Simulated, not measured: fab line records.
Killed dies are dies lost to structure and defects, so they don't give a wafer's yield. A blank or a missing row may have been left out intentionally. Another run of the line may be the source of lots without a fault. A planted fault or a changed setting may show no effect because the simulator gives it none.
What tool caused it?	flow gf180mcu	Sampling: 14 lots, 42 wafers, 6 of 602 route steps

== WHAT EACH GAUGE READ, for each wafer ==
GF_NWELL_TW_MEAS_11. Usual: NWELL_TW 1574, standard deviation 17.
lot	measured	on	NWELL_TW	flag
L354	day 3 07:03	filmMetro-01	1603 1589 1594	
L355	day 3 13:27	filmMetro-03	1562 1555 1555	
L356	day 3 17:17	filmMetro-03	1559 1562 1563	
L357	day 4 00:32	filmMetro-04	1505 1498 1500	OFF
L358	day 4 05:28	filmMetro-01	1511 1515 1511	OFF
L366	day 6 01:39	filmMetro-04	1569 1579 1568	
L367	day 6 06:14	filmMetro-04	1578 1579 1575	
L368	day 6 13:36	filmMetro-01	1584 1592 1583	
L369	day 6 19:56	filmMetro-04	1580 1570 1582	
L370	day 6 23:50	filmMetro-01	1589 1593 1593	
L371	day 7 05:16	filmMetro-01	1599 1594 1595	
L372	day 7 08:38	filmMetro-04	1584 1585 1585	
L373	day 7 15:41	filmMetro-04	1572 1591 1589	
L377	day 8 16:38	filmMetro-03	1550 1549 1546	

GF_LVPWELL_TW_MEAS_11. Usual: LVPWELL_TW 558, standard deviation 5.3.
lot	measured	on	LVPWELL_TW	flag
L354	day 3 20:21	filmMetro-04	564 562 557	
L355	day 4 03:03	filmMetro-04	562 562 561	
L356	day 4 07:09	filmMetro-04	561 563 560	
L357	day 4 14:54	filmMetro-01	563 565 563	
L358	day 4 18:44	filmMetro-04	563 561 561	
L366	day 6 16:41	filmMetro-01	561 563 568	
L367	day 6 21:50	filmMetro-03	553 552 555	
L368	day 7 04:51	filmMetro-03	551 553 551	
L369	day 7 11:01	filmMetro-04	564 563 563	
L370	day 7 14:41	filmMetro-04	568 565 565	
L371	day 7 20:38	filmMetro-03	552 551 555	
L372	day 7 23:53	filmMetro-04	566 560 565	
L373	day 8 08:23	filmMetro-04	562 560 563	
L377	day 9 10:41	filmMetro-04	561 566 558	

GF_VT_IMPLANT_OVL_MEAS_40. Usual: VT_IMPLANT_03_OVL -1.0 nm, standard deviation 1.2.
lot	measured	on	VT_IMPLANT_03_OVL (nm)	flag
L354	day 7 11:21	overlay-02	-1.9 -0.7 -0.5	
L355	day 7 19:16	overlay-02	-1.5 -1.5 0.1	
L356	day 7 22:10	overlay-01	-1.8 -2.2 -1.0	
L357	day 8 08:53	overlay-02	-0.7 -1.0 0.3	
L358	day 8 12:17	overlay-02	0.1 0.6 -1.4	
L366	day 10 21:45	overlay-01	-1.8 -1.0 0.7	
L367	day 11 05:08	overlay-02	-1.1 -1.6 -0.6	
L368	day 11 12:55	overlay-01	-1.1 -0.1 -0.1	
L369	day 11 20:20	overlay-02	-0.5 1.9 -0.1	
L370	day 12 01:58	overlay-02	-0.7 0.6 -1.2	
L371	day 12 08:22	overlay-02	-0.7 -0.2 -2.5	
L372	day 12 13:07	overlay-02	-1.2 -0.8 -1.9	
L373	day 12 22:22	overlay-01	-1.6 -3.5 -2.2	
L377	day 14 05:37	overlay-02	-0.6 -0.6 -1.9	

GF_VT_IMPLANT_RS_MEAS_47: the measuring method here is four-point-probe. Usual: NWELL_RS 487.9 ohm/sq, standard deviation 1.2.
lot	measured	on	NWELL_RS (ohm/sq)	flag
L354	day 7 12:00	filmMetro-04	486.5 487.7 487.6	
L355	day 7 19:53	filmMetro-01	489.9 488.5 489.2	
L356	day 7 22:48	filmMetro-03	490.2 490.3 489.0	
L357	day 8 09:31	filmMetro-01	- - -	OFF
L358	day 8 12:55	filmMetro-03	- - -	OFF
L366	day 10 22:26	filmMetro-04	486.0 486.5 485.8	
L367	day 11 05:46	filmMetro-03	488.2 485.8 488.1	
L368	day 11 13:37	filmMetro-04	488.0 487.4 487.5	
L369	day 11 20:59	filmMetro-01	489.4 488.2 488.6	
L370	day 12 02:35	filmMetro-01	485.6 485.2 486.5	
L371	day 12 09:01	filmMetro-03	487.5 487.2 486.8	
L372	day 12 13:44	filmMetro-03	488.4 486.7 487.8	
L373	day 12 22:59	filmMetro-04	487.3 487.7 487.4	
L377	day 14 06:14	filmMetro-01	488.8 488.6 487.5	

== EACH LOT AND THE TOOL THAT RAN IT (in order: tool; ch and the chambers of the sampled wafers; start) ==
lot	GF_NWELL_IMPLANT_09	GF_LVPWELL_STRIP_10
L354	implanter-04 ch 0, day 3 06:50	plasmaAsher-01 ch 0,1, day 3 20:16
L355	implanter-01 ch 0, day 3 13:12	plasmaAsher-03 ch 0,1, day 4 02:57
L356	implanter-03 ch 0, day 3 17:03	plasmaAsher-03 ch 0,1, day 4 07:02
L357	implanter-03, day 4 00:17	plasmaAsher-01 ch 0,1, day 4 14:48
L358	implanter-01, day 4 05:13	plasmaAsher-03 ch 0,1, day 4 18:38
L366	implanter-01 ch 0, day 6 01:25	plasmaAsher-04 ch 0,1, day 6 16:35
L367	implanter-01 ch 0, day 6 05:59	plasmaAsher-03 ch 0,1, day 6 21:44
L368	implanter-03 ch 0, day 6 13:22	plasmaAsher-03 ch 0,1, day 7 04:44
L369	implanter-01 ch 0, day 6 19:43	plasmaAsher-01 ch 0,1, day 7 10:56
L370	implanter-01 ch 0, day 6 23:35	plasmaAsher-01 ch 0,1, day 7 14:35
L371	implanter-04 ch 0, day 7 05:02	plasmaAsher-04 ch 0,1, day 7 20:32
L372	implanter-04 ch 0, day 7 08:23	plasmaAsher-04 ch 0,1, day 7 23:47
L373	implanter-01 ch 0, day 7 15:26	plasmaAsher-04 ch 0,1, day 8 08:17
L377	implanter-03 ch 0, day 8 16:23	plasmaAsher-01 ch 0,1, day 9 10:35
- GF_NWELL_IMPLANT_09
- GF_LVPWELL_STRIP_10: strips in O2/N2.

== AS READ BY THE TOOLS THEMSELVES (means over the sampled wafers that have a number; for cases with no such wafer, the mark the record gives instead) ==
GF_NWELL_IMPLANT_09. Usual: beamEnergyKeV 160.01, standard deviation 0.05; beamOnS 10.00 s, standard deviation 0.2; doseIonsCm2 4e+12, standard deviation 4.6e+09.
lot	tool	beamEnergyKeV	beamOnS (s)	doseIonsCm2	flag
L354	implanter-04	159.96	10.02	4e+12	
L355	implanter-01	160.00	9.76	4e+12	
L356	implanter-03	160.05	10.25	4e+12	
L357	implanter-03	-	-	-	OFF
L358	implanter-01	-	-	-	OFF
L366	implanter-01	159.93	10.15	4e+12	
L367	implanter-01	160.00	10.11	4e+12	
L368	implanter-03	159.97	10.28	4e+12	
L369	implanter-01	160.05	9.91	4e+12	
L370	implanter-01	160.00	10.11	4e+12	
L371	implanter-04	160.02	9.92	4e+12	
L372	implanter-04	160.09	9.97	4e+12	
L373	implanter-01	159.99	9.97	4e+12	
L377	implanter-03	160.00	10.19	4e+12	

GF_LVPWELL_STRIP_10. Usual: drypumpMotorCurrentA 5.6 A, standard deviation 0.49; heaterPowerW 337 W, standard deviation 35; o2FlowSccm 3001 sccm, standard deviation 8.8; oesProductAu 0.722 a.u., standard deviation 0.0046; platenTempC 250.03 C, standard deviation 0.17; stripTimeToEndpointS 36.96 s, standard deviation 0.094.
lot	tool	drypumpMotorCurrentA (A)	heaterPowerW (W)	o2FlowSccm (sccm)	oesProductAu (a.u.)	platenTempC (C)	stripTimeToEndpointS (s)	flag
L354	plasmaAsher-01	5.6	340	2998	0.721	249.80	36.85	
L355	plasmaAsher-03	5.1	344	3009	0.726	250.11	36.95	
L356	plasmaAsher-03	5.2	338	3003	0.720	250.02	37.03	
L357	plasmaAsher-01	5.7	366	3006	0.725	250.07	36.93	
L358	plasmaAsher-03	5.2	337	2993	0.717	250.39	36.90	
L366	plasmaAsher-04	5.9	332	2998	0.721	250.12	36.90	
L367	plasmaAsher-03	5.1	337	2995	0.722	250.17	36.96	
L368	plasmaAsher-03	5.1	343	3005	0.724	250.03	37.17	
L369	plasmaAsher-01	5.7	368	2997	0.721	249.90	36.99	
L370	plasmaAsher-01	5.6	337	3001	0.722	249.91	37.07	
L371	plasmaAsher-04	6.2	310	3003	0.724	250.05	36.96	
L372	plasmaAsher-04	6.2	311	2998	0.720	250.16	37.00	
L373	plasmaAsher-04	5.8	331	2996	0.726	250.04	37.01	
L377	plasmaAsher-01	5.6	335	3006	0.724	250.05	36.89	

== THE ANSWER, worked out from the rows above alone ==
Rule: a lot is off if the mean of its wafers that have a number lies more than 3 standard deviations from the usual mean. Also off: a lot with no number at a reading for which 4 or more lots have one. The other lots that the step has rows for count as sound. After the gauges, taken in route order, come the tools' own readings; for these a lot's mean is taken, as printed above. The first step at which some lot is off is used, and at that step the reading that is off furthest; a lot without a number counts as furthest.
Off: L357, L358, at GF_NWELL_TW_MEAS_11 (NWELL_TW).
If a tool, at a process step before that reading, ran all the lots that are off and no sound lot after the first of them, it fits. Not tried: the gauges at GF_NWELL_TW_MEAS_11; whatever is off there is also off at GF_NWELL_IMPLANT_09, on other tools, and gauge error can't account for it. None of those tried fits.

== WHAT HAD BEEN PUT IN BY THE SIMULATOR ==
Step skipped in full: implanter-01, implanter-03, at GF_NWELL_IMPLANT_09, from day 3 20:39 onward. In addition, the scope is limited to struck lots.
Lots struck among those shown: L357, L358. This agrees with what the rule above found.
